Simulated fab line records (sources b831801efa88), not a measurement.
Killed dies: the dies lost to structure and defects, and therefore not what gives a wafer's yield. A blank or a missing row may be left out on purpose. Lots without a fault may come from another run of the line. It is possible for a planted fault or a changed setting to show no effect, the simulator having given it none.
Matching of chambers / flow gf180mcu / 4 sister chambers for GF_V2_CMP_04 on cmp-01
The step polishes SiO2. 8 wafers are shown with their chamber, then 10 later ones without.

## WAFERS, EACH WITH ITS CHAMBER
wafer=L079.4; chamber=1; motor_current_A (A)=13.2; time_to_endpoint_s (s)=76
wafer=L080.1; chamber=1; motor_current_A (A)=12.8; time_to_endpoint_s (s)=77
wafer=L084.2; chamber=0; motor_current_A (A)=14.9; time_to_endpoint_s (s)=86
wafer=L088.1; chamber=3; motor_current_A (A)=12.7; time_to_endpoint_s (s)=76
wafer=L088.2; chamber=0; motor_current_A (A)=14.9; time_to_endpoint_s (s)=86
wafer=L088.5; chamber=2; motor_current_A (A)=13.7; time_to_endpoint_s (s)=87
wafer=L090.2; chamber=2; motor_current_A (A)=13.6; time_to_endpoint_s (s)=75
wafer=L090.3; chamber=3; motor_current_A (A)=12.5; time_to_endpoint_s (s)=73

## WAFERS WHOSE CHAMBER IS MISSING
wafer=L090.4; motor_current_A (A)=12.9; time_to_endpoint_s (s)=84
wafer=L092.1; motor_current_A (A)=14.1; time_to_endpoint_s (s)=89
wafer=L092.3; motor_current_A (A)=12.6; time_to_endpoint_s (s)=73
wafer=L092.4; motor_current_A (A)=14.0; time_to_endpoint_s (s)=87
wafer=L096.2; motor_current_A (A)=12.7; time_to_endpoint_s (s)=76
wafer=L096.4; motor_current_A (A)=12.4; time_to_endpoint_s (s)=87
wafer=L096.6; motor_current_A (A)=12.6; time_to_endpoint_s (s)=93
wafer=L097.3; motor_current_A (A)=13.3; time_to_endpoint_s (s)=78
wafer=L097.5; motor_current_A (A)=14.4; time_to_endpoint_s (s)=82
wafer=L097.6; motor_current_A (A)=12.0; time_to_endpoint_s (s)=78

## THE CHAMBER EACH PASSED THROUGH
wafer=L090.4; from the rows above=can't be placed: 1 or 3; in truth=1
wafer=L092.1; from the rows above=can't be placed: 2 or 0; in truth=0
wafer=L092.3; from the rows above=3; in truth=3
wafer=L092.4; from the rows above=2; in truth=2
wafer=L096.2; from the rows above=can't be placed: 3 or 1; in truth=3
wafer=L096.4; from the rows above=can't be placed: 3 or 1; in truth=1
wafer=L096.6; from the rows above=can't be placed: 3 or 1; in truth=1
wafer=L097.3; from the rows above=can't be placed: 1 or 2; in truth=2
wafer=L097.5; from the rows above=can't be placed: 0 or 2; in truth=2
wafer=L097.6; from the rows above=3; in truth=3
3 of 10 placed correctly. These rows do not allow placing 7 (true chamber among the candidates in 7). Wrongly placed: 0.
How it was worked out, from the rows above alone: a wafer's distance from a chamber is the root of the sum, over the readings, of the square of ((its reading less the chamber's mean) divided by the reading's scatter). If the next closest chamber is less than 2 further off than the closest, the wafer can't be placed; otherwise it belongs to the closest. Each chamber's mean is taken over the wafers shown for it. The scatter is the square root of a quotient: the sum, over the shown wafers, of each reading's squared deviation from its chamber's mean, divided by wafers minus chambers.
